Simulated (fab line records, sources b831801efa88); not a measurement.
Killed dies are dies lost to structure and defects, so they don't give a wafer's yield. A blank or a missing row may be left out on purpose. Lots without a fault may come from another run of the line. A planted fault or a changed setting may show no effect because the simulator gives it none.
Which tool did it? | flow gf180mcu | 6 lots, 18 wafers sampled, at 2 steps of a route of 602

WHAT THE GAUGES READ, wafer by wafer
GF_V2_CD_MEAS_14: target cd 260 nm.
lot  | measured     | on        | cd_nm (nm)
L164 | day 20 09:02 | cd_sem-02 | 259.7 258.4 259.7
L168 | day 22 08:38 | cd_sem-02 | 262.1 260.8 260.6
L174 | day 24 12:35 | cd_sem-02 | 266.6 265.8 265.4
L181 | day 26 23:17 | cd_sem-01 | 260.8 260.4 260.2
L183 | day 27 02:49 | cd_sem-01 | 261.0 261.0 261.1
L186 | day 28 02:29 | cd_sem-02 | 262.3 262.3 261.7

WHICH TOOL RAN EACH LOT (tool, then ch and the chambers of the sampled wafers, then the start)
lot  | GF_V2_COAT_09
L164 | litho_track-04 ch 0, day 19 20:00
L168 | litho_track-02 ch 0, day 21 20:00
L174 | litho_track-01 ch 0, day 24 01:00
L181 | litho_track-04 ch 0, day 26 12:00
L183 | litho_track-04 ch 0, day 26 16:00
L186 | litho_track-04 ch 0, day 27 16:00
- GF_V2_COAT_09: resist thk 1000 nm.

THE ANSWER, worked out from the rows above alone
Rule: what is usual is taken from the lots themselves. Put in order of their means at a reading, lots are off if they are a third of the lots or fewer, leave a main group of 4 or more, and stand apart from it by a gap of 3 or more times the standard deviation of the main group's means; of several such gaps the widest counts. A main group whose means are all the same, to the digits that the tables above print for the reading, isn't used. A lot without any number at a reading at which 4 lots or more have one is off too. The other lots that the step has rows for count as sound.
Off: L174, at GF_V2_CD_MEAS_14 (cd_nm). The main group: mean 260.8 nm, standard deviation 0.93.
A tool fits if, at a process step before that reading, it ran every lot that is off, and no sound lot after the first of them. The gauges at GF_V2_CD_MEAS_14 are tried like those tools. One fits: litho_track-01 at GF_V2_COAT_09. It ran no sound lot before its first lot that is off in this sample, so the start can't be narrowed down.

WHAT THE SIMULATOR HAD PUT IN
Process parameter drift: litho_track-01, from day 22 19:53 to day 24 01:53, at GF_V2_COAT_09. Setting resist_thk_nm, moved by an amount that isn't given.
Lots struck among those shown: L174. The rule above found the same.
